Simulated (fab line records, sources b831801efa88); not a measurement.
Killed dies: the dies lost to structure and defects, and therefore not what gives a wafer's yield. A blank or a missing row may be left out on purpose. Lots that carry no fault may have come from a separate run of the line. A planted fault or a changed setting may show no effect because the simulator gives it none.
Code-filled problem report in 8D (eight disciplines) form    flow sky130    the parts of the form that need people (team, actions taken, sign-off) are left out

== 1. WHAT WENT WRONG ==
Wafers without a fault read 0.9 %, standard deviation 0.41; sort_bin_3_pad_short at SKY_PAD_OPEN_PROBE_99 reads a mean of 3.9 % on 3 wafers belonging to 2 lots. That puts it +7.2 standard deviations away from the usual mean.
Earliest sighting: wafer L388.4 on prober-02 at day 48 02:57. The record holds 36 wafers of 12 lots with a number at this step. The rule behind "out" and "out of limits": a value lying over 4 standard deviations away from the usual mean. Any other wafer with a number is counted as sound.

== 2. WHAT IT IS; WHAT IT IS NOT ==
question                     is                                                                                                        is not
which readings at this step  sort_bin_3_pad_short, defect_limited_yield, killed_at_M0_to_M3, killed_dies, sort_n_pass, sort_yield_pct  killed_at_M4_up, killed_at_contacts, killed_at_front_end, killed_at_other, killed_open, killed_short
which lots                   L388, L390                                                                                                L378, L379, L380, L382, L383, L391, L394, L395, L400, L401
which wafers of those lots   L388.4, L390.3, L390.5                                                                                    L388.2, L388.3, L390.2
read on which tools          prober-02                                                                                                 prober-01
when                         from day 48 02:57                                                                                         up to then (17 sound wafers); but 16 sound wafers of L390, L391, L394, L395, L400, L401 came after

== 3. SUSPECTS, AND WHAT RULES EACH OUT ==
Counting: any tool at a process step up to the reading remains a suspect provided it ran every lot that is out. Sound lots after the first of them don't rule it out here, since some wafers of a struck lot are sound.
- cvd_w-02 at SKY_VIA3_CVD_21 (deposits W, target thk 390 nm, time 117.31 s): kept. It processed each lot that is out (first: L388, day 42 12:55); up to then, its last sound lot is L382 (day 41 00:35).
- prober-02 at SKY_PAD_OPEN_PROBE_99: kept. It processed each lot that is out (first: L388, day 48 02:51); up to then, its last sound lot is L383 (day 46 22:52). Its own defect_limited_yield, killed_at_M0_to_M3, killed_dies, sort_bin_3_pad_short, sort_n_pass, sort_yield_pct readings are out on those wafers.
- Within cvd_w-02 at SKY_VIA3_CVD_21, the wafers that are out were processed in chamber 0 and their sound lot-mates in chamber 1.
What counting leaves: cvd_w-02 at SKY_VIA3_CVD_21 and prober-02 at SKY_PAD_OPEN_PROBE_99.

== 4. THE CAUSE (what the simulator had put in) ==
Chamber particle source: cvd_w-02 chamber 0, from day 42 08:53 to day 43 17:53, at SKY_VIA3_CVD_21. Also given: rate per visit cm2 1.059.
After counting, 2 suspects remain, this tool included.

== 5. THE CHAIN OF EFFECTS, in route order ==
One row per reading whose mean, taken over the struck wafers that have a number, lies over 3 standard deviations from the usual. Only readings for which the record gives a usual standard deviation are gone through. hours: the time from each lot's start at the first step in this table that gives one to its start at this step, as a median over the lots. sigmas: the change in usual standard deviations.
hours  step                   reading               usual   on struck wafers  change  sigmas
0      SKY_PAD_OPEN_PROBE_99  defect_limited_yield  81.9 %  73.1              -8.8    -4.6
0      SKY_PAD_OPEN_PROBE_99  killed_at_M0_to_M3    45      88                +43     +5.4
0      SKY_PAD_OPEN_PROBE_99  killed_dies           89      132               +43     +4.6
0      SKY_PAD_OPEN_PROBE_99  sort_bin_3_pad_short  0.9 %   3.9               +3.0    +7.2
0      SKY_PAD_OPEN_PROBE_99  sort_n_pass           403     360               -43     -4.6
0      SKY_PAD_OPEN_PROBE_99  sort_yield_pct        81.9 %  73.1              -8.8    -4.6
Process steps it contains:
- SKY_PAD_OPEN_PROBE_99

== 6. HOW IT WOULD HAVE BEEN CAUGHT EARLIER ==
138 hours passed between the start of the fault at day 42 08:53 and the first reading out of limits in this record, taken at day 48 02:57.
Of the tool readings at SKY_VIA3_CVD_21 for which the record gives a usual standard deviation, none was out on any struck wafer, so an alarm limit of 4 standard deviations on them would not have fired.
Lots out: 2; all had begun SKY_VIA3_CVD_21 on cvd_w-02 by day 48 02:57. Tool hold at that time: it would have spared none of them.
